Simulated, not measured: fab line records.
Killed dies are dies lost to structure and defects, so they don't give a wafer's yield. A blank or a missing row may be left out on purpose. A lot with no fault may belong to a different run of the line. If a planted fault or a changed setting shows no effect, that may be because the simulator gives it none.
fab line records + flow gf180mcu
record
- lots=6
- wafers=18
- last-day=33
route steps=602 shown PSD@260 NSD@262 SAB@264
lots with no fault: from the same line, run without faults
start-h: hours from the record's first day to the start of the lot's first wafer shown + wait-h: hours since the lot's step before + " identical to the entry in the row above + L1.1+2: a single row standing in for several wafers + - either no value or no given start + * or withheld: withheld + < > ~ a bound
route shown NAME@n: NAME is a module with steps in the file, n the number in the route of the first one + usual: average and standard deviation across the fault-free wafers + same: alike in all rows + chamber/n: place in a boat + sites: each site's reading + _std_site: their standard deviation + _edge_site: inner sites' mean taken away from outer sites' mean + radius-mm: for every site, how far away it sits from the centre of the wafer + mask NAME#n: copy n + behind: tool/chamber where the wafer was last shaped + hold: why the lot went on hold/how many hours it stayed there/how the hold came to an end + device: the n, p or np transistor that did not switch + end of line: tests of these same wafers at the route's end + a step without rows: its recipe alone + killed: dies that structure and defects cost at the first sort, which is not the same as the wafer's yield + map: shows each die of a wafer: x if killed, . if not, _ if none is there
set.NAME: the setting as run; set.NAME@STEP: as run at that earlier step + model.NAME: the simulator's own value behind a step, which no gauge read
lots seen at some steps along the route; tables by step, rows by wafer
services: from which hour (start-h, from the record's first day; less than 0 if before it) a tool's chamber was out of use, for how many hours, and why
## steps
# step GF_PSD_CLEAN_12
# recipe
- chemistry=SC1/SC2
- mix=1:4:20
- temp-c=70
- time-s=150
- dry=n2-spin
# step GF_PSD_RTA_13
# recipe
- temp-c=1025
- time-s=20
- ambient=N2
# usual
- lamp-power-pct=36.8/1.1
- wafer_temp_C_max=1029.0/0.95
| lot.wafer | tool          | chamber | start-h | wait-h | lamp-power-pct | wafer_temp_C_max |
|-----------|---------------|---------|---------|--------|----------------|------------------|
| L435.2    | rtp-anneal-01 | 0       | 347.06  | 0.0    | 37.9           | 1032.1           |
| L435.3    | "             | 0       | "       | "      | 37.9           | 1030.3           |
| L435.6    | "             | 0       | "       | "      | 37.8           | 1028.0           |
| L436.1    | rtp-anneal-01 | 0       | 359.86  | 0.0    | 37.9           | 1028.1           |
| L436.4    | "             | 0       | "       | "      | 37.9           | 1030.5           |
| L436.6    | "             | 0       | "       | "      | 37.9           | 1030.0           |
| L442.1    | rtp-anneal-01 | 0       | 412.70  | 0.0    | 37.9           | 1028.6           |
| L442.4    | "             | 0       | "       | "      | 37.9           | 1028.9           |
| L442.5    | "             | 0       | "       | "      | 37.8           | 1029.0           |
| L444.1    | rtp-anneal-02 | 0       | 430.75  | 0.0    | 35.6           | 1028.6           |
| L444.3    | "             | 0       | "       | "      | 35.7           | 1029.7           |
| L444.4    | "             | 0       | "       | "      | 35.7           | 1028.5           |
| L448.3    | rtp-anneal-02 | 0       | 460.98  | 0.0    | 35.7           | 1027.7           |
| L448.4    | "             | 0       | "       | "      | 35.7           | 1028.6           |
| L448.6    | "             | 0       | "       | "      | 35.7           | 1030.0           |
| L451.2    | rtp-anneal-02 | 0       | 483.88  | 0.0    | 35.7           | 1028.4           |
| L451.4    | "             | 0       | "       | "      | 35.7           | 1028.4           |
| L451.5    | "             | 0       | "       | "      | 35.6           | 1028.6           |
# step GF_PSD_RS_MEAS_14
# recipe
- thk-meas-gauge=four-point-probe
# usual
- NSD_RS=46.12/0.092
| lot.wafer | tool          | chamber | start-h | wait-h | NSD_RS[ohm/sq] |
|-----------|---------------|---------|---------|--------|----------------|
| L435.2    | film-metro-04 | -       | 347.15  | 0.1    | 46.11          |
| L435.3    | "             | -       | "       | "      | 46.14          |
| L435.6    | "             | -       | "       | "      | 46.25          |
| L436.1    | film-metro-03 | -       | 359.94  | 0.1    | 46.14          |
| L436.4    | "             | -       | "       | "      | 46.11          |
| L436.6    | "             | -       | "       | "      | 46.05          |
| L442.1    | film-metro-01 | -       | 412.78  | 0.1    | 46.06          |
| L442.4    | "             | -       | "       | "      | 46.10          |
| L442.5    | "             | -       | "       | "      | 46.20          |
| L444.1    | film-metro-01 | -       | 430.83  | 0.1    | 46.03          |
| L444.3    | "             | -       | "       | "      | 46.09          |
| L444.4    | "             | -       | "       | "      | 46.14          |
| L448.3    | film-metro-03 | -       | 461.08  | 0.1    | 46.16          |
| L448.4    | "             | -       | "       | "      | 46.22          |
| L448.6    | "             | -       | "       | "      | 46.26          |
| L451.2    | film-metro-03 | -       | 483.97  | 0.1    | 45.96          |
| L451.4    | "             | -       | "       | "      | 46.02          |
| L451.5    | "             | -       | "       | "      | 46.12          |
# step GF_PSD_RS_MEAS_15
# recipe
- thk-meas-gauge=four-point-probe
# usual
- PSD_RS=108.5/0.32
| lot.wafer | tool          | chamber | start-h | wait-h | PSD_RS[ohm/sq] |
|-----------|---------------|---------|---------|--------|----------------|
| L435.2    | film-metro-04 | -       | 347.27  | 0.1    | 108.8          |
| L435.3    | "             | -       | "       | "      | 108.5          |
| L435.6    | "             | -       | "       | "      | 108.6          |
| L436.1    | film-metro-03 | -       | 360.06  | 0.1    | 108.2          |
| L436.4    | "             | -       | "       | "      | 107.9          |
| L436.6    | "             | -       | "       | "      | 108.0          |
| L442.1    | film-metro-01 | -       | 412.90  | 0.1    | 108.3          |
| L442.4    | "             | -       | "       | "      | 108.5          |
| L442.5    | "             | -       | "       | "      | 108.8          |
| L444.1    | film-metro-01 | -       | 430.95  | 0.1    | 108.5          |
| L444.3    | "             | -       | "       | "      | 108.4          |
| L444.4    | "             | -       | "       | "      | 108.4          |
| L448.3    | film-metro-03 | -       | 461.20  | 0.1    | 108.5          |
| L448.4    | "             | -       | "       | "      | 108.8          |
| L448.6    | "             | -       | "       | "      | 108.4          |
| L451.2    | film-metro-03 | -       | 484.09  | 0.1    | 107.9          |
| L451.4    | "             | -       | "       | "      | 108.3          |
| L451.5    | "             | -       | "       | "      | 108.1          |
# step GF_SAB_CVD_00
# recipe
- material=SiO2
- target-thk-nm=50
- precursor=TEOS
- temp-c=400
- time-s=4.9302
- rf-w=600
# usual
- heater-power-outer-w=375/61
- heater-power-w=646/100
| lot.wafer | tool     | chamber | start-h | wait-h | heater-power-outer-w | heater-power-w |
|-----------|----------|---------|---------|--------|----------------------|----------------|
| L435.2    | pecvd-04 | 2       | 347.37  | 0.1    | 437                  | 689            |
| L435.3    | "        | 1       | "       | "      | 297                  | 528            |
| L435.6    | "        | 1       | "       | "      | 302                  | 530            |
| L436.1    | pecvd-04 | 1       | 360.18  | 0.1    | 301                  | 540            |
| L436.4    | "        | 0       | "       | "      | 283                  | 515            |
| L436.6    | "        | 1       | "       | "      | 304                  | 545            |
| L442.1    | pecvd-04 | 0       | 413.02  | 0.1    | 351                  | 599            |
| L442.4    | "        | 1       | "       | "      | 282                  | 504            |
| L442.5    | "        | 2       | "       | "      | 363                  | 577            |
| L444.1    | pecvd-03 | 0       | 431.07  | 0.1    | 383                  | 711            |
| L444.3    | "        | 2       | "       | "      | 331                  | 560            |
| L444.4    | "        | 2       | "       | "      | 331                  | 583            |
| L448.3    | pecvd-03 | 0       | 461.28  | 0.1    | 383                  | 712            |
| L448.4    | "        | 1       | "       | "      | 437                  | 725            |
| L448.6    | "        | 0       | "       | "      | 384                  | 732            |
| L451.2    | pecvd-02 | 2       | 484.19  | 0.1    | 308                  | 556            |
| L451.4    | "        | 1       | "       | "      | 331                  | 668            |
| L451.5    | "        | 2       | "       | "      | 305                  | 545            |
# step GF_SAB_THK_MEAS_01
# recipe
- reads=SiO2_of_SAB_CVD_00
# usual
- SAB_CVD_00_THK=50.0/0.62
| lot.wafer | tool          | chamber | start-h | wait-h | SAB_CVD_00_THK[nm] |
|-----------|---------------|---------|---------|--------|--------------------|
| L435.2    | film-metro-03 | -       | 347.40  | 0.0    | 49.8               |
| L435.3    | "             | -       | "       | "      | 50.1               |
| L435.6    | "             | -       | "       | "      | 51.1               |
| L436.1    | film-metro-02 | -       | 360.20  | 0.0    | 49.4               |
| L436.4    | "             | -       | "       | "      | 50.8               |
| L436.6    | "             | -       | "       | "      | 50.5               |
| L442.1    | film-metro-02 | -       | 413.04  | 0.0    | 49.7               |
| L442.4    | "             | -       | "       | "      | 50.8               |
| L442.5    | "             | -       | "       | "      | 50.0               |
| L444.1    | film-metro-03 | -       | 431.09  | 0.0    | 49.5               |
| L444.3    | "             | -       | "       | "      | 49.0               |
| L444.4    | "             | -       | "       | "      | 50.1               |
| L448.3    | film-metro-01 | -       | 461.32  | 0.0    | 49.8               |
| L448.4    | "             | -       | "       | "      | 50.3               |
| L448.6    | "             | -       | "       | "      | 50.5               |
| L451.2    | film-metro-02 | -       | 484.22  | 0.0    | 49.6               |
| L451.4    | "             | -       | "       | "      | 50.3               |
| L451.5    | "             | -       | "       | "      | 50.5               |
# step GF_SAB_DEHYDRATE_02
# recipe
- temp-c=200
- time-s=60
# step GF_SAB_HMDS_03
# recipe
- prime-time-s=60
- prime-temp-c=120
# step GF_SAB_COAT_04
# recipe
- resist=NOVOLAK
- spin-rpm=3000
- resist-thk-nm=1000
# step GF_SAB_SOFTBAKE_05
# recipe
- temp-c=90
- time-s=60
- resist=NOVOLAK
# step GF_SAB_EXPOSE_06
# recipe
- mask-id=SAB
- target-cd-nm=420
- na=0.6
- source-shape=conventional
- sigma-outer=0.6
- dose-mj=140
# step GF_SAB_PEB_07
# recipe
- temp-c=withheld
- time-s=*
- resist=NOVOLAK
# step GF_SAB_DEVELOP_08
# recipe
- develop-time-s=60
- dev-temp-c=23
# usual
- chill-plate-temp-C=23.01/0.1
- develop-time-s=60/0
| lot.wafer | tool           | chamber | start-h | wait-h | chill-plate-temp-C | develop-time-s |
|-----------|----------------|---------|---------|--------|--------------------|----------------|
| L435.2    | litho-track-02 | -       | 368.76  | 0.1    | -                  | -              |
| L435.3    | "              | -       | "       | "      | -                  | -              |
| L435.6    | "              | -       | "       | "      | -                  | -              |
| L436.1    | litho-track-02 | -       | 382.04  | 0.1    | -                  | -              |
| L436.4    | "              | -       | "       | "      | -                  | -              |
| L436.6    | "              | -       | "       | "      | -                  | -              |
| L442.1    | litho-track-02 | 0       | 436.84  | 0.1    | 22.97              | 60             |
| L442.4    | "              | 0       | "       | "      | 22.95              | 60             |
| L442.5    | "              | 0       | "       | "      | 22.89              | 60             |
| L444.1    | litho-track-02 | 0       | 455.14  | 0.1    | 22.96              | 60             |
| L444.3    | "              | 0       | "       | "      | 22.96              | 60             |
| L444.4    | "              | 0       | "       | "      | 22.87              | 60             |
| L448.3    | litho-track-03 | 0       | 485.03  | 0.1    | 23.07              | 60             |
| L448.4    | "              | 0       | "       | "      | 23.06              | 60             |
| L448.6    | "              | 0       | "       | "      | 23.10              | 60             |
| L451.2    | litho-track-03 | 0       | 506.45  | 0.1    | 22.98              | 60             |
| L451.4    | "              | 0       | "       | "      | 23.05              | 60             |
| L451.5    | "              | 0       | "       | "      | 23.08              | 60             |
# step GF_SAB_CD_MEAS_09
# recipe
- target-cd-nm=420
# usual
- cd-nm=419.3/2.4
| lot.wafer | tool      | chamber | start-h | wait-h | cd-nm |
|-----------|-----------|---------|---------|--------|-------|
| L435.2    | cd-sem-02 | -       | 368.92  | 0.1    | -     |
| L435.3    | "         | -       | "       | "      | -     |
| L435.6    | "         | -       | "       | "      | -     |
| L436.1    | cd-sem-02 | -       | 382.19  | 0.1    | -     |
| L436.4    | "         | -       | "       | "      | -     |
| L436.6    | "         | -       | "       | "      | -     |
| L442.1    | cd-sem-01 | -       | 436.99  | 0.1    | 416.8 |
| L442.4    | "         | -       | "       | "      | 416.1 |
| L442.5    | "         | -       | "       | "      | 416.2 |
| L444.1    | cd-sem-01 | -       | 455.29  | 0.1    | 420.8 |
| L444.3    | "         | -       | "       | "      | 422.9 |
| L444.4    | "         | -       | "       | "      | 421.9 |
| L448.3    | cd-sem-01 | -       | 485.23  | 0.2    | 417.7 |
| L448.4    | "         | -       | "       | "      | 418.6 |
| L448.6    | "         | -       | "       | "      | 417.6 |
| L451.2    | cd-sem-01 | -       | 506.60  | 0.1    | 421.4 |
| L451.4    | "         | -       | "       | "      | 421.5 |
| L451.5    | "         | -       | "       | "      | 421.6 |
## services
| tool          | chamber | start-h | hours | kind       |
|---------------|---------|---------|-------|------------|
| pecvd-02      | -       | 328.66  | 1.0   | repair     |
| pecvd-02      | -       | 368.88  | 14.0  | pm         |
| pecvd-02      | 0       | 368.88  | 14.0  | vent-cycle |
| pecvd-02      | 1       | 368.88  | 14.0  | vent-cycle |
| pecvd-02      | 2       | 368.88  | 14.0  | vent-cycle |
| pecvd-02      | 0       | 382.88  | -     | clean      |
| pecvd-02      | 1       | 382.88  | -     | clean      |
| pecvd-02      | 2       | 382.88  | -     | clean      |
| pecvd-04      | -       | 397.28  | 2.7   | repair     |
| rtp-anneal-02 | -       | 431.30  | 3.7   | pm         |
| pecvd-03      | 0       | 469.62  | 17.7  | repair     |
## key
first-sign
- step=GF_SAB_DEVELOP_08
- reading=tool-record
- direction=missing
effect none on later readings
met-at GF_SAB_DEVELOP_08
struck-wafers L435.2,L435.3,L435.6,L436.1,L436.4,L436.6
later-rows-left-out L435.2,L435.3,L435.6,L436.1,L436.4,L436.6
sort-left-out L435.2,L435.3,L435.6,L436.1,L436.4,L436.6
tester-left-out L435,L436
fault
- kind=skipped-step-whole
- tool=litho-track-02
- chamber=-
- onset-h=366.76
- steps=GF_SAB_DEVELOP_08
- scope=struck-lots-only
# tester-left-out: of these lots the tester's yield and bins aren't shown, on N5 and GAA mostly nor the transistor test; their killed dies are dies lost to structure and defects alone, not to doping, threshold or leakage, so they don't give the yield
# sort-left-out: the simulated sort isn't trusted on such a fault, so these wafers' sort isn't shown, and their yield isn't known
# later-rows-left-out: the simulator's readings of these wafers behind a module that went badly wrong aren't trusted and aren't shown, but for the sort
